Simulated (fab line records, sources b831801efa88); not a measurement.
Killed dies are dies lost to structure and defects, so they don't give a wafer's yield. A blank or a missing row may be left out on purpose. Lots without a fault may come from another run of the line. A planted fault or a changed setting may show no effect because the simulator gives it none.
One fault seen from 2 desks | flow gf180mcu | each desk has only its own numbers; what lay behind them comes last

THE TOOL OWNER'S DESK: litho_track-03
The tool's own readings at GF_V1_SOFTBAKE_10 (time 60 s): means of the sampled wafers that have a number, for each lot that ran on this tool. A lot is out of limits, marked OUT, if its mean lies more than 4 standard deviations from the usual mean; the brackets give that distance.
Columns: A = chill_plate_temp_C at GF_V1_SOFTBAKE_10, usual 23.00 C; B = heater_power_total_W at GF_V1_SOFTBAKE_10, usual 93.05 W; C = plate_temp_C at GF_V1_SOFTBAKE_10, usual 129.98 C; D = resist_line_temp_C at GF_V1_SOFTBAKE_10, usual 23.00 C; E = run_length_s at GF_V1_SOFTBAKE_10, usual 89.16 s
lot  | first seen here | A     | B               | C      | D     | E
L161 | day 19 11:00    | 23.09 | 96.33 (+50) OUT | 130.23 | 23.09 | 83.38 (-38) OUT
L165 | day 20 16:00    | 23.20 | 95.22 (+33) OUT | 129.93 | 23.12 | 85.39 (-25) OUT
L173 | day 23 12:00    | 22.99 | 93.02           | 129.97 | 22.97 | 89.09
This desk's finding: out of limits on L161, L165; first on L161, day 19 11:00 (heater_power_total_W at GF_V1_SOFTBAKE_10). In limits: L173.

THE METROLOGY DESK
What the gauges read, lot by lot, whatever tool the lot ran on: means of the sampled wafers that have a number. A lot is out of limits, marked OUT, if its mean lies more than 4 standard deviations from the usual mean; the brackets give that distance.
Columns: A = V1_CVD_00_THK at GF_V1_THK_MEAS_01, usual 598 nm; B = V1_CVD_02_THK at GF_V1_THK_MEAS_03, usual 849 nm; C = V1_BOW at GF_V1_BOW_MEAS_05, usual 83 um; D = cd_nm at GF_V1_CD_MEAS_14, usual 260.3 nm; E = V1_OVL at GF_V1_OVL_MEAS_15, usual 4 nm
lot  | first seen here | A   | B   | C  | D     | E
L159 | day 18 09:48    | 595 | 845 | 87 | 261.0 | 12
L160 | day 18 13:49    | 603 | 849 | 91 | 259.1 | 4
L161 | day 18 23:14    | 606 | 850 | 82 | 259.5 | 6
L165 | day 20 04:11    | 598 | 847 | 81 | 258.5 | 0
L171 | day 22 06:56    | 607 | 847 | 80 | 258.9 | 7
L173 | day 23 00:55    | 603 | 849 | 87 | 261.9 | -1
This desk's finding: nothing out of limits on any of the 6 lots.

PUT TOGETHER
The tool owner's desk could have raised an alarm at day 19 11:00, on L161, L165.
The metrology desk saw nothing out of limits.
The metrology desk has L161, L165 on record, within its limits.
Of the lots named, all ran GF_V1_SOFTBAKE_10 on litho_track-03.

WHAT THE SIMULATOR HAD PUT IN
Process parameter drift: litho_track-03, from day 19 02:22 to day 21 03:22, at GF_V1_SOFTBAKE_10. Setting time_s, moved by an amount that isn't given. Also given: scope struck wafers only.
Lots struck among those shown: L161, L165.
Hours from the fault's start to each desk's first reading out of limits: the tool owner's desk, 9.
